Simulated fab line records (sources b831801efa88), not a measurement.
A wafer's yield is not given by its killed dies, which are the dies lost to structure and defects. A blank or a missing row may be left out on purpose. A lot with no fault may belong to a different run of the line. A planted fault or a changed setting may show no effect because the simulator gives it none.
Chamber matching | flow sky130 | 4 sister chambers for SKY_VIA3_ETCH_15 on rie_diel-02
The step etches SiO2 in C4F8/O2/Ar, stops on TiN, target depth 507 nm, time 78 s. 8 wafers are shown with their chamber, then 8 later ones without.

## WAFERS, EACH WITH ITS CHAMBER
wafer  | chamber | oes_product_au (a.u.)
L081.1 | 0       | 0.944
L081.6 | 1       | 0.942
L085.1 | 1       | 0.946
L085.4 | 3       | 0.946
L088.1 | 0       | 0.956
L088.2 | 2       | 0.948
L088.5 | 3       | 0.937
L090.1 | 2       | 0.957

## WAFERS WHOSE CHAMBER IS MISSING
wafer  | oes_product_au (a.u.)
L090.2 | 0.952
L090.6 | 0.948
L097.1 | 0.947
L097.2 | 0.945
L097.3 | 0.950
L097.4 | 0.948
L097.5 | 0.941
L097.6 | 0.944

## WHICH CHAMBER EACH WENT THROUGH
wafer  | from the rows above               | in truth
L090.2 | can't be placed: 2 or 0 or 1 or 3 | 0
L090.6 | can't be placed: 0 or 1 or 2 or 3 | 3
L097.1 | can't be placed: 0 or 1 or 2 or 3 | 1
L097.2 | can't be placed: 1 or 3 or 0 or 2 | 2
L097.3 | can't be placed: 0 or 2 or 1 or 3 | 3
L097.4 | can't be placed: 0 or 1 or 2 or 3 | 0
L097.5 | can't be placed: 3 or 1 or 0 or 2 | 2
L097.6 | can't be placed: 1 or 3 or 0 or 2 | 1
Correctly placed: 0 of 8. These rows do not allow placing 8 (true chamber among the candidates in 8). Wrongly placed: 0.
How it was worked out, from the rows above alone: a wafer's distance from a chamber is the root of the sum, over the readings, of the square of ((its reading less the chamber's mean) divided by the reading's scatter). The wafer belongs to the nearest chamber; if the next one is less than 2 further off, it can't be placed. A chamber's mean is the mean of its shown wafers. The scatter is the square root of a quotient: the sum, over the shown wafers, of each reading's squared deviation from its chamber's mean, divided by wafers minus chambers.
